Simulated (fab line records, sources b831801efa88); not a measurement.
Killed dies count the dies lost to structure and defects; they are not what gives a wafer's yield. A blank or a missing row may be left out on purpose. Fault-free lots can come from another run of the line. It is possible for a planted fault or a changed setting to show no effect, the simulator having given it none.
One fault seen from 2 desks || flow gf180mcu || every desk sees just its own numbers, and what lay behind them comes last

## AT THE METROLOGY DESK
What the gauges read for every lot (on any tool): the sampled wafers with a number, averaged. A lot is out of limits, marked OUT, if its mean lies more than 4 standard deviations from the usual mean; the brackets give that distance.
Columns: A = HV_LDD_03_OVL at GF_HV_LDD_OVL_MEAS_47, usual -1.6 nm; B = HV_LDD_4_TW at GF_HV_LDD_TW_MEAS_50, usual 567
{"lot": "L763", "first seen here": "day 12 08:04", "A": -2.1, "B": 574}
{"lot": "L764", "first seen here": "day 12 12:56", "A": -2.8, "B": 561}
{"lot": "L773", "first seen here": "day 15 19:55", "A": -4.5, "B": "501 (-11) OUT"}
{"lot": "L774", "first seen here": "day 16 04:27", "A": 0.2, "B": "500 (-12) OUT"}
{"lot": "L775", "first seen here": "day 16 14:25", "A": -1.9, "B": 556}
{"lot": "L776", "first seen here": "day 16 16:19", "A": -1.4, "B": 569}
{"lot": "L777", "first seen here": "day 17 00:39", "A": -3.4, "B": 572}
{"lot": "L778", "first seen here": "day 17 09:10", "A": -1.1, "B": 555}
{"lot": "L781", "first seen here": "day 18 03:22", "A": -1.9, "B": 573}
{"lot": "L783", "first seen here": "day 19 03:19", "A": 0.1, "B": 571}
{"lot": "L784", "first seen here": "day 19 17:22", "A": -2.9, "B": 561}
{"lot": "L785", "first seen here": "day 20 04:58", "A": -2.4, "B": 573}
{"lot": "L786", "first seen here": "day 20 05:37", "A": -1.9, "B": 571}
Per this desk, out of limits: L773, L774; the first was L773, day 15 20:12 (HV_LDD_4_TW at GF_HV_LDD_TW_MEAS_50). L763, L764, L775, L776, L777, L778, L781, L783, L784, L785, L786 stayed within limits.

## THE TOOL OWNER'S DESK: implanter-04
GF_HV_LDD_IMPLANT_48, tool's own readings: per-lot mean of the sampled wafers with a number, covering each lot this tool ran. A lot is out of limits, marked OUT, if its mean lies more than 4 standard deviations from the usual mean; the brackets give that distance.
Columns: A = tilt deg at GF_HV_LDD_IMPLANT_48, usual 6.997 degrees
{"lot": "L773", "first seen here": "day 15 19:58", "A": "-0.006 (-99 or more) OUT"}
{"lot": "L774", "first seen here": "day 16 04:29", "A": "-0.002 (-99 or more) OUT"}
{"lot": "L784", "first seen here": "day 19 17:25", "A": 7.001}
{"lot": "L785", "first seen here": "day 20 05:01", "A": 6.995}
This desk's finding: out of limits on L773, L774; first on L773, day 15 19:58 (tilt deg at GF_HV_LDD_IMPLANT_48). L784, L785 stayed within limits.

## ALL TOGETHER
An alarm could have come from the tool owner's desk at day 15 19:58, on L773, L774.
At day 15 20:12 the metrology desk could have sounded an alarm, on L773, L774.
Of the lots named, all ran GF_HV_LDD_IMPLANT_48 on implanter-04.

## WHAT THE SIMULATOR HAD PUT IN
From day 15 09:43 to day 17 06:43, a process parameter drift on implanter-04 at GF_HV_LDD_IMPLANT_48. Setting tilt deg, moved by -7, from 7. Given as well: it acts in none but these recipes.
Shown lots that were struck: L773, L774.
Hours from the fault's start to each desk's first reading out of limits: the tool owner's desk, 10; the metrology desk, 10.
